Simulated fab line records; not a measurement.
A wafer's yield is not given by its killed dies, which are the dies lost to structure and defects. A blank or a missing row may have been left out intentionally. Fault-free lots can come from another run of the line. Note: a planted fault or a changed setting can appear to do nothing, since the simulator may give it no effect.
The tool behind it: which one? | flow sky130 | 12 lots, 36 wafers sampled, at 4 steps of a route of 708

== WHAT EACH GAUGE READ, for each wafer ==
SKY_VT_ADJUST_HVTR_CD_MEAS_07 targets a cd of 380 nm.
lot  | measured     | on        | cd-nm (nm)
L653 | day 9 21:41  | cd-sem-01 | 377.3 378.7 379.1
L655 | day 10 16:55 | cd-sem-02 | 381.6 379.9 382.9
L656 | day 10 17:48 | cd-sem-02 | 377.5 377.0 376.1
L658 | day 11 07:53 | cd-sem-01 | 378.8 379.0 380.3
L659 | day 12 00:58 | cd-sem-01 | 380.9 381.4 381.9
L660 | day 12 01:36 | cd-sem-02 | 377.7 381.6 381.4
L662 | day 12 17:07 | cd-sem-01 | 375.1 374.8 378.5
L664 | day 13 14:25 | cd-sem-02 | 378.0 381.3 381.0
L663 | day 13 15:12 | cd-sem-02 | 378.1 376.5 382.5
L665 | day 14 00:55 | cd-sem-01 | 384.7 384.4 384.2
L669 | day 14 15:01 | cd-sem-02 | 380.6 378.1 378.0
L671 | day 15 06:23 | cd-sem-01 | 379.4 377.4 377.5

SKY_CONTACT_THK_MEAS_03.
lot  | measured     | on            | CONTACT_HDPCVD_THK (nm)
L653 | day 30 20:59 | film-metro-04 | 557 562 566
L655 | day 31 17:17 | film-metro-04 | 568 565 564
L656 | day 31 23:53 | film-metro-04 | 556 558 559
L658 | day 32 14:35 | film-metro-03 | 569 566 563
L659 | day 33 11:08 | film-metro-02 | 564 558 557
L660 | day 33 12:03 | film-metro-02 | 566 567 566
L662 | day 33 23:59 | film-metro-02 | 565 557 560
L664 | day 34 23:44 | film-metro-03 | 563 566 561
L663 | day 34 22:07 | film-metro-04 | 563 563 557
L665 | day 35 09:47 | film-metro-04 | 562 562 556
L669 | day 35 21:31 | film-metro-04 | 678 676 681
L671 | day 36 16:31 | film-metro-04 | 672 677 679

== WHAT TOOL EACH LOT RAN ON (gives the tool, then ch and the chambers of the sampled wafers, and finally the start) ==
lot  | SKY_LDD_N_STRIP_16                   | SKY_CONTACT_HDPCVD_02
L653 | plasma-asher-01 ch 0,1, day 18 05:33 | hdpcvd-01 ch 0,1,2, day 30 20:55
L655 | plasma-asher-01 ch 0,1, day 19 06:43 | hdpcvd-02 ch 0,1,2, day 31 17:13
L656 | plasma-asher-02 ch 0,1, day 19 12:00 | hdpcvd-01 ch 0,1,2, day 31 23:49
L658 | plasma-asher-01 ch 0,1, day 20 06:24 | hdpcvd-02 ch 0,2, day 32 14:31
L659 | plasma-asher-02 ch 0,1, day 21 01:38 | hdpcvd-01 ch 0,1,2, day 33 11:02
L660 | plasma-asher-01 ch 0,1, day 21 04:48 | hdpcvd-01 ch 0,2, day 33 11:58
L662 | plasma-asher-02 ch 0,1, day 21 18:29 | hdpcvd-01 ch 1,2, day 33 23:53
L664 | plasma-asher-02 ch 0,1, day 22 23:26 | hdpcvd-01 ch 0,2, day 34 23:39
L663 | plasma-asher-03 ch 0,1, day 22 21:22 | hdpcvd-01 ch 0,1,2, day 34 22:02
L665 | plasma-asher-03 ch 0,1, day 23 08:57 | hdpcvd-02 ch 0,2, day 35 09:41
L669 | plasma-asher-02 ch 0,1, day 23 21:33 | hdpcvd-01 ch 0,1,2, day 35 21:26
L671 | plasma-asher-02 ch 0,1, day 24 16:45 | hdpcvd-01 ch 0,1,2, day 36 16:26
- SKY_LDD_N_STRIP_16: strips in O2/N2.
- SKY_CONTACT_HDPCVD_02: deposits SiO2, target thk 565 nm, time 94.2 s.

== WHAT THE TOOLS THEMSELVES READ (means of the sampled wafers that have a number; where no wafer has one, the mark that the record gives instead) ==
SKY_LDD_N_STRIP_16.
lot  | tool            | drypump-motor-current-A (A) | oes-product-au (a.u.) | strip-time-to-endpoint-s (s)
L653 | plasma-asher-01 | 5.3                         | 0.408                 | 4.312
L655 | plasma-asher-01 | 5.3                         | 0.405                 | 4.318
L656 | plasma-asher-02 | 6.0                         | 0.406                 | 4.287
L658 | plasma-asher-01 | 5.4                         | 0.404                 | 4.306
L659 | plasma-asher-02 | 6.1                         | 0.407                 | 4.317
L660 | plasma-asher-01 | 5.4                         | 0.410                 | 4.322
L662 | plasma-asher-02 | 5.7                         | 0.409                 | 4.301
L664 | plasma-asher-02 | 6.1                         | 0.408                 | 4.331
L663 | plasma-asher-03 | 5.3                         | 0.406                 | 4.322
L665 | plasma-asher-03 | 5.3                         | 0.401                 | 4.322
L669 | plasma-asher-02 | 6.1                         | 0.406                 | 4.301
L671 | plasma-asher-02 | 5.7                         | 0.410                 | 4.331

SKY_CONTACT_HDPCVD_02.
lot  | tool      | sih4-flow-sccm (sccm)
L653 | hdpcvd-01 | 59.85
L655 | hdpcvd-02 | 60.22
L656 | hdpcvd-01 | 59.97
L658 | hdpcvd-02 | 59.97
L659 | hdpcvd-01 | 59.94
L660 | hdpcvd-01 | 60.02
L662 | hdpcvd-01 | 59.85
L664 | hdpcvd-01 | 59.84
L663 | hdpcvd-01 | 59.95
L665 | hdpcvd-02 | 59.93
L669 | hdpcvd-01 | 71.98
L671 | hdpcvd-01 | 71.88

== THE ANSWER, worked out from the rows above alone ==
Rule: the usual values come from the lots themselves. Put in order of their means at a reading, lots are off if they are a third of the lots or fewer, leave a main group of 4 or more, and stand apart from it by a gap of 3 or more times the standard deviation of the main group's means; of several such gaps the widest counts. A main group whose means are all the same, to the digits that the tables above print for the reading, isn't used. A lot without any number at a reading at which 4 lots or more have one is off too. Where the step has rows for the other lots, those lots are counted as sound. After the gauges, taken in route order, come the tools' own readings; for these a lot's mean is taken, as printed above. At the first step where some lot is off, the reading lying furthest off is the one used; lots without a number count as furthest.
Off: at SKY_CONTACT_THK_MEAS_03 (CONTACT_HDPCVD_THK), L669, L671. Mean 562 nm and standard deviation 2.8 in the main group.
A tool fits if, at a process step before that reading, it ran every lot that is off, and no sound lot after the first of them. Not tried: the gauges at SKY_CONTACT_THK_MEAS_03; whatever is off there is also off at SKY_CONTACT_HDPCVD_02, on other tools, and gauge error can't account for it. This does not decide it: 2 tools fit, namely plasma-asher-02 at SKY_LDD_N_STRIP_16 and hdpcvd-01 at SKY_CONTACT_HDPCVD_02.

== WHAT THE SIMULATOR HAD INSERTED ==
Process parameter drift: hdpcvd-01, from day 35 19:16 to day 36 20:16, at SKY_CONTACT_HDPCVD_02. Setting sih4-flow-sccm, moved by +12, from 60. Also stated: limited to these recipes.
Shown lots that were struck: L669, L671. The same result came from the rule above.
